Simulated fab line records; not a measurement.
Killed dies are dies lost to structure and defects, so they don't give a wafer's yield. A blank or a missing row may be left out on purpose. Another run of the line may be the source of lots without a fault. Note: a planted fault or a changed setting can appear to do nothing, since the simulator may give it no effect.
8D (eight disciplines) problem report, filled in by code || flow sky130 || the parts of the form that need people (team, actions taken, sign-off) are left out

## 1. PROBLEM STATEMENT
Wafers without a fault read 380.3 nm, standard deviation 2.1; cd-nm at SKY_VT_ADJUST_NCORE_CD_MEAS_07 reads a mean of 357.3 nm on 2 wafers belonging to 2 lots. That puts it -11 standard deviations away from the usual mean.
The step: target cd 380 nm.
First seen on wafer L115.3, day 9 18:40, on cd-sem-01. Wafers with a number at this step in the record: 39, from 13 lots. Rule for "out" (also "out of limits"): further than 4 standard deviations from the usual mean. All remaining wafers that have a number are taken as sound.

## 2. WHAT IT IS; WHAT IT IS NOT
{"question": "which readings at this step", "is": "cd-nm", "is not": "-"}
{"question": "which lots", "is": "L115, L116", "is not": "L111, L112, L120, L123, L124, L125, L126, L128, L129, L130, L133"}
{"question": "which wafers of those lots", "is": "L115.3, L116.2", "is not": "L115.4, L115.6, L116.1, L116.4"}
{"question": "read on which gauges", "is": "cd-sem-01, cd-sem-02", "is not": "-"}
{"question": "when", "is": "from day 9 18:40", "is not": "up to then (8 sound wafers); but 29 sound wafers of L116, L120, L123, L124, L125, L126, L128, L129, L130, L133 came after"}

## 3. THE SUSPECTS, EACH WITH WHAT RULES IT OUT
Counting: if a tool at a process step up to the reading ran every lot that is out, it stays a suspect. Sound lots after the first of them don't rule it out here, since some wafers of a struck lot are sound.
- the gauge at SKY_VT_ADJUST_NCORE_CD_MEAS_07: ruled out. Those wafers that are out were read across 2 gauges (cd-sem-01, cd-sem-02).
- iline-stepper-01 at SKY_VT_ADJUST_NCORE_EXPOSE_04 (exposes mask LVTN COMPLEMENT THIN, target cd 380 nm): kept. It ran every lot that is out, first L115 (day 9 07:31); its last sound lot up to then is L111 (day 8 04:17).
Remaining after the count: iline-stepper-01 at SKY_VT_ADJUST_NCORE_EXPOSE_04.

## 4. THE CAUSE (what the simulator had put in)
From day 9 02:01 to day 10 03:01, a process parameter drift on iline-stepper-01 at SKY_VT_ADJUST_NCORE_EXPOSE_04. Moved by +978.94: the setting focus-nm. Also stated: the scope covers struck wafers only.
After counting, this tool was the only one left.

## 5. THE EFFECT CHAIN, in route order
Each row: a reading where the mean over the struck wafers with a number is more than 3 standard deviations away from the usual. Scope: only readings with a usual standard deviation given in the record; hours: median across lots of the time from each lot's start at the first step in this table that gives one to its start at this step; sigmas: change in usual standard deviations.
{"hours": 0, "step": "SKY_VT_ADJUST_NCORE_CD_MEAS_07", "reading": "cd-nm", "usual": "380.3 nm", "on struck wafers": 357.3, "change": -23.0, "sigmas": -11}
Later measuring or inspecting steps at which every struck wafer that the step has a row for has a number for every such reading, and none has moved that far: SKY_VT_ADJUST_HVTR_OVL_MEAS_08.

## 6. WHAT WOULD HAVE CAUGHT IT SOONER
In this record the first reading out of limits at a measuring or inspecting step was taken at day 9 18:40, 17 hours after the fault began at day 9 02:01.
Of the tool readings at SKY_VT_ADJUST_NCORE_EXPOSE_04 for which the record gives a usual standard deviation, none was out on any struck wafer, so an alarm limit of 4 standard deviations on them would not have fired.
By day 9 18:40, every lot that is out (2) had started SKY_VT_ADJUST_NCORE_EXPOSE_04 on iline-stepper-01. None of them would have been spared by holding the tool at that moment.
